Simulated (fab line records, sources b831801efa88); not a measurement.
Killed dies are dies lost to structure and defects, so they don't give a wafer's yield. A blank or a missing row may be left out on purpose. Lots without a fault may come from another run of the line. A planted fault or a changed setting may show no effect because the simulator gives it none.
Which tool did it? | flow gf180mcu | 12 lots, 36 wafers sampled, at 4 steps of a route of 602

WHAT THE GAUGES READ, wafer by wafer
GF_CONTACT_THK_MEAS_26: measures by xrf. Usual: CONTACT_W_THK 315 nm, standard deviation 6.
lot  | measured     | on            | CONTACT_W_THK (nm) | flag
L802 | day 16 06:02 | film_metro-01 | 307 307 306        |
L803 | day 16 13:11 | film_metro-01 | 308 320 318        |
L805 | day 17 05:20 | film_metro-02 | 313 313 314        |
L806 | day 17 15:56 | film_metro-01 | 309 312 313        |
L810 | day 19 06:56 | film_metro-02 | 316 322 315        |
L811 | day 19 13:53 | film_metro-02 | 318 317 314        |
L812 | day 19 21:49 | film_metro-04 | 310 314 314        |
L816 | day 21 08:48 | film_metro-02 | 327 317 318        |
L817 | day 21 17:49 | film_metro-01 | 319 323 315        |
L818 | day 22 01:33 | film_metro-02 | 319 317 318        |
L822 | day 23 04:15 | film_metro-02 | 327 322 324        |
L823 | day 23 20:06 | film_metro-02 | 315 316 318        |

GF_M1_CD_MEAS_14: target cd 230 nm. Usual: cd_nm 229.7 nm, standard deviation 1.1.
lot  | measured     | on        | cd_nm (nm)        | flag
L802 | day 17 04:42 | cd_sem-02 | 228.5 227.8 228.8 |
L803 | day 17 12:57 | cd_sem-01 | 228.9 230.0 229.5 |
L805 | day 18 05:28 | cd_sem-02 | 229.7 230.7 229.3 |
L806 | day 18 16:54 | cd_sem-01 | 228.2 227.3 227.1 |
L810 | day 20 07:45 | cd_sem-01 | 230.0 231.3 230.1 |
L811 | day 20 14:42 | cd_sem-02 | 234.0 233.9 234.1 | OFF
L812 | day 20 23:25 | cd_sem-02 | 230.1 229.6 230.4 |
L816 | day 22 09:07 | cd_sem-01 | 235.8 234.1 234.8 | OFF
L817 | day 22 17:52 | cd_sem-02 | 233.6 233.2 233.6 | OFF
L818 | day 23 00:42 | cd_sem-01 | 233.3 232.6 233.5 | OFF
L822 | day 24 03:46 | cd_sem-02 | 228.4 228.8 227.5 |
L823 | day 24 18:31 | cd_sem-01 | 229.0 230.6 230.6 |

WHICH TOOL RAN EACH LOT (tool, then ch and the chambers of the sampled wafers, then the start)
lot  | GF_M1_SPUTTER_01             | GF_M1_EXPOSE_11
L802 | pvd_sputter-04, day 16 06:30 | krf_scanner-02 ch 0, day 16 17:50
L803 | pvd_sputter-03, day 16 13:39 | krf_scanner-01 ch 0, day 17 01:17
L805 | pvd_sputter-03, day 17 05:47 | krf_scanner-02 ch 0, day 17 17:20
L806 | pvd_sputter-04, day 17 16:24 | krf_scanner-01 ch 0, day 18 04:56
L810 | pvd_sputter-02, day 19 07:24 | krf_scanner-02 ch 0, day 19 19:57
L811 | pvd_sputter-04, day 19 14:20 | krf_scanner-02 ch 0, day 20 02:30
L812 | pvd_sputter-04, day 19 22:16 | krf_scanner-01 ch 0, day 20 10:42
L816 | pvd_sputter-02, day 21 09:15 | krf_scanner-02 ch 0, day 21 21:14
L817 | pvd_sputter-03, day 21 18:14 | krf_scanner-02 ch 0, day 22 06:07
L818 | pvd_sputter-04, day 22 02:01 | krf_scanner-02 ch 0, day 22 13:42
L822 | pvd_sputter-04, day 23 04:42 | krf_scanner-01 ch 0, day 23 16:44
L823 | pvd_sputter-04, day 23 20:33 | krf_scanner-01 ch 0, day 24 08:10
- GF_M1_SPUTTER_01: material TiN, target thk 30 nm, time 25 s.
- GF_M1_EXPOSE_11: exposes mask Metal1, target cd 230 nm.

WHAT THE TOOLS THEMSELVES READ (means of the sampled wafers that have a number; where no wafer has one, the mark that the record gives instead)
GF_M1_SPUTTER_01. Usual: throttle_valve_pct 29.3 %, standard deviation 1.
lot  | tool           | throttle_valve_pct (%) | flag
L802 | pvd_sputter-04 | 29.0                   |
L803 | pvd_sputter-03 | 29.7                   |
L805 | pvd_sputter-03 | 30.5                   |
L806 | pvd_sputter-04 | 28.9                   |
L810 | pvd_sputter-02 | 29.5                   |
L811 | pvd_sputter-04 | 28.4                   |
L812 | pvd_sputter-04 | 29.1                   |
L816 | pvd_sputter-02 | 29.5                   |
L817 | pvd_sputter-03 | 30.5                   |
L818 | pvd_sputter-04 | 28.8                   |
L822 | pvd_sputter-04 | 29.0                   |
L823 | pvd_sputter-04 | 29.5                   |

GF_M1_EXPOSE_11. Usual: exposure_dose_mJ_cm2 27.97, standard deviation 0.033.
lot  | tool           | exposure_dose_mJ_cm2 | flag
L802 | krf_scanner-02 | 28.02                |
L803 | krf_scanner-01 | 28.02                |
L805 | krf_scanner-02 | 27.99                |
L806 | krf_scanner-01 | 27.97                |
L810 | krf_scanner-02 | 27.95                |
L811 | krf_scanner-02 | 27.03                | OFF
L812 | krf_scanner-01 | 27.96                |
L816 | krf_scanner-02 | 27.20                | OFF
L817 | krf_scanner-02 | 27.25                | OFF
L818 | krf_scanner-02 | 27.39                | OFF
L822 | krf_scanner-01 | 27.96                |
L823 | krf_scanner-01 | 27.92                |

THE ANSWER, worked out from the rows above alone
Rule: a lot is off if the mean of its wafers that have a number lies more than 3 standard deviations from the usual mean. A lot without any number at a reading at which 4 lots or more have one is off too. The other lots that the step has rows for count as sound. The gauges are gone through in route order, then the tools' own readings, and for those a lot's mean is taken as printed above. The first step at which some lot is off is used, and at that step the reading that is off furthest; a lot without a number counts as furthest.
Off: L811, L816, L817, L818, at GF_M1_CD_MEAS_14 (cd_nm).
A tool fits if, at a process step before that reading, it ran every lot that is off, and no sound lot after the first of them. The gauges at GF_M1_CD_MEAS_14 aren't tried: what is off there is off at GF_M1_EXPOSE_11 too, on other tools, and a gauge's error can't cause that. One fits: krf_scanner-02 at GF_M1_EXPOSE_11. Its last sound lot is L810 (day 19 19:57), its first lot that is off L811 (day 20 02:30): a fault that began between those two fits.
The tool's own readings at GF_M1_EXPOSE_11 bear it out: on the lots that are off they differ by more than 5 times the standard deviation of the sound lots' means. exposure_dose_mJ_cm2 reads 27.22 there against 27.97 on the sound lots.

WHAT THE SIMULATOR HAD PUT IN
Process parameter drift: krf_scanner-02, from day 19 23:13 on, at GF_M1_EXPOSE_11. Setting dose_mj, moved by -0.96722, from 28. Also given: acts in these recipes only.
Lots struck among those shown: L811, L816, L817, L818. The rule above found the same.
